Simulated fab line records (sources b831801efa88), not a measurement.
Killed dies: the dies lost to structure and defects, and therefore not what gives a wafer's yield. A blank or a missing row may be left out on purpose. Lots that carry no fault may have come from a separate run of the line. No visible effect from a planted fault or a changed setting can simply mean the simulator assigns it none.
2 desks looking at one fault | flow gf180mcu | what lay behind the numbers comes last; until then each desk has only its own

== DESK OF THE TOOL OWNER: pvd-sputter-01 ==
The tool's own readings at GF_CONTACT_SPUTTER_22 (material Ti, target thk 15 nm, time 80.02 s): means of the sampled wafers that have a number, for each lot that ran on this tool. The brackets show how far a lot's mean lies from the usual mean; more than 4 standard deviations puts the lot out of limits, marked OUT.
Columns: A = chamber-pressure-pa at GF_CONTACT_SPUTTER_22, usual 5.000 Pa; B = throttle-valve-pct at GF_CONTACT_SPUTTER_22, usual 29.8 %
lot  | first seen here | A               | B
L653 | day 16 20:49    | 5.011           | 29.0
L659 | day 19 00:29    | 5.000           | 29.7
L660 | day 19 21:05    | 4.996           | 29.0
L663 | day 20 13:45    | 5.004           | 29.8
L667 | day 21 17:11    | 4.567 (-39) OUT | 30.5
L668 | day 22 09:39    | 4.575 (-39) OUT | 30.4
This desk finds L667, L668 out of limits, L667 being first, at day 21 17:11 (chamber-pressure-pa at GF_CONTACT_SPUTTER_22). L653, L659, L660, L663: within limits.

== AT THE METROLOGY DESK ==
What the gauges read for every lot (on any tool): the sampled wafers with a number, averaged. The brackets show how far a lot's mean lies from the usual mean; more than 4 standard deviations puts the lot out of limits, marked OUT.
Columns: A = POLY_GATE_OXIDATION_THK at GF_POLY_GATE_THK_MEAS_17, usual 3.98 nm; B = V1_BOW at GF_V1_BOW_MEAS_05, usual 85 um
lot  | first seen here | A    | B
L652 | day 9 20:23     | 3.94 | 76
L653 | day 9 20:23     | 3.93 | 86
L654 | day 10 00:01    | 3.87 | 75
L657 | day 11 09:16    | 4.01 | 75
L659 | day 11 12:41    | 3.97 | 94
L660 | day 12 05:05    | 3.92 | 86
L662 | day 12 16:44    | 4.05 | 72
L663 | day 12 19:40    | 3.98 | 81
L664 | day 13 05:22    | 4.07 | 86
L667 | day 13 19:50    | 3.95 | 81
L668 | day 14 10:01    | 4.02 | 78
L670 | day 14 22:41    | 4.06 | 104
L673 | day 16 00:59    | 3.89 | 90
L674 | day 16 05:05    | 4.09 | 73
This desk's verdict: no lot among the 14 shows anything out of limits.

== BROUGHT TOGETHER ==
The tool owner's desk could have raised an alarm at day 21 17:11, on L667, L668.
Nothing out of limits was seen by the metrology desk.
The metrology desk holds a record of L667, L668, inside its limits.
Of the lots named, all ran GF_CONTACT_SPUTTER_22 on pvd-sputter-01.

== WHAT WAS PUT IN BY THE SIMULATOR ==
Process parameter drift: pvd-sputter-01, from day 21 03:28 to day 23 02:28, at GF_CONTACT_SPUTTER_22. Setting chamber-pressure-pa, moved by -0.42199, from 5. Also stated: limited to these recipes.
Lots struck among those shown: L667, L668.
Each desk's first reading out of limits, in hours after the fault started: the tool owner's desk, 14.
